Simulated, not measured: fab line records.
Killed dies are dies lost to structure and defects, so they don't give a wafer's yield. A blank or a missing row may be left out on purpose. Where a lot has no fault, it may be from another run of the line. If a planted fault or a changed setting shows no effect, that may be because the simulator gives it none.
8D (eight disciplines) problem report, filled in by code / flow sfq-line / the parts of the form that need people (team, actions taken, sign-off) are left out

## 1. PROBLEM STATEMENT
rf-fwd-power-W at SFQ_TRILAYER_I4_DEP_PECVD_099 reads a mean of 212.5 W on 1 wafer of 1 lot; wafers without a fault read 182.4 W with a standard deviation of 0.6. Relative to the usual mean, that is a shift of +50 standard deviations.
The step: deposits SiO2 from SiH4/N2O, time 111.11 s, target thk 500 nm.
First seen on wafer L441.5, day 62 21:33, on pecvd-04. The record has a number at this step for 39 wafers belonging to 13 lots. Rule for "out", or "out of limits": more than 4 standard deviations from the usual mean. The rest of the wafers with a number are treated as sound.

## 2. WHAT IT IS, WHAT IT ISN'T
question=which readings at this step | is=rf-fwd-power-W | is not=heater-power-w, throttle-valve-pct
question=which lots | is=L441 | is not=L422, L423, L426, L427, L428, L430, L431, L432, L435, L439, L440, L444
question=which wafers of those lots | is=L441.5 | is not=L441.1, L441.4
question=read on which tools | is=pecvd-04 | is not=pecvd-02, pecvd-03
question=when | is=from day 62 21:33 | is not=up to then (35 sound wafers); but 3 sound wafers of L444 came after

## 3. WHAT RULES OUT EACH SUSPECT
Counting: any tool at a process step up to the reading remains a suspect provided it ran every lot that is out. Sound lots after the first of them don't rule it out here, since some wafers of a struck lot are sound.
- pecvd-04 at SFQ_TRILAYER_I4_DEP_PECVD_099 (deposits SiO2 from SiH4/N2O, time 111.11 s, target thk 500 nm): kept. It processed L441, the lot that is out, at day 62 21:33, and its most recent sound lot before then was L439 at day 62 16:45. Its own readings are out on those wafers: rf-fwd-power-W.
- pecvd-04, SFQ_TRILAYER_I4_DEP_PECVD_099: wafers that are out in chamber 0, sound lot-mates in chambers 1, 2.
The count leaves pecvd-04 at SFQ_TRILAYER_I4_DEP_PECVD_099.

## 4. THE CAUSE (what the simulator had put in)
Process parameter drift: pecvd-04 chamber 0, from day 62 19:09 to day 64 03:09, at SFQ_TRILAYER_I4_DEP_PECVD_099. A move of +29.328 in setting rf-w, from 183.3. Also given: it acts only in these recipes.
The count eliminated every tool but this one.

## 5. THE EFFECT CHAIN, in route order
Each row: a reading where the mean over the struck wafers with a number is more than 3 standard deviations away from the usual. Only readings whose record carries a usual standard deviation are examined. hours: median over the lots of the time between each lot's start at the first step of this table that gives one and its start at this step. sigmas: the change, counted in usual standard deviations.
hours=0; step=SFQ_TRILAYER_I4_DEP_PECVD_099; reading=rf-fwd-power-W; usual=182.4 W; on struck wafers=212.5; change=+30.1; sigmas=+50
hours=0; step=SFQ_TRILAYER_I4_DEP_PECVD_099; reading=showerhead-vpp-V; usual=855 V; on struck wafers=965; change=+110; sigmas=+3.7
hours=2; step=SFQ_TRILAYER_I4_CMP_CMP_100; reading=time-to-endpoint-s; usual=213 s; on struck wafers=242; change=+29; sigmas=+3.8
Process steps it contains:
- SFQ_TRILAYER_I4_DEP_PECVD_099: deposits SiO2 from SiH4/N2O, time 111.11 s, target thk 500 nm.
- SFQ_TRILAYER_I4_CMP_CMP_100: polishes SiO2.

## 6. HOW IT WOULD HAVE BEEN CAUGHT EARLIER
In this record no reading fell out of limits until day 62 21:33, 2 hours after the fault had begun at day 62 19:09.
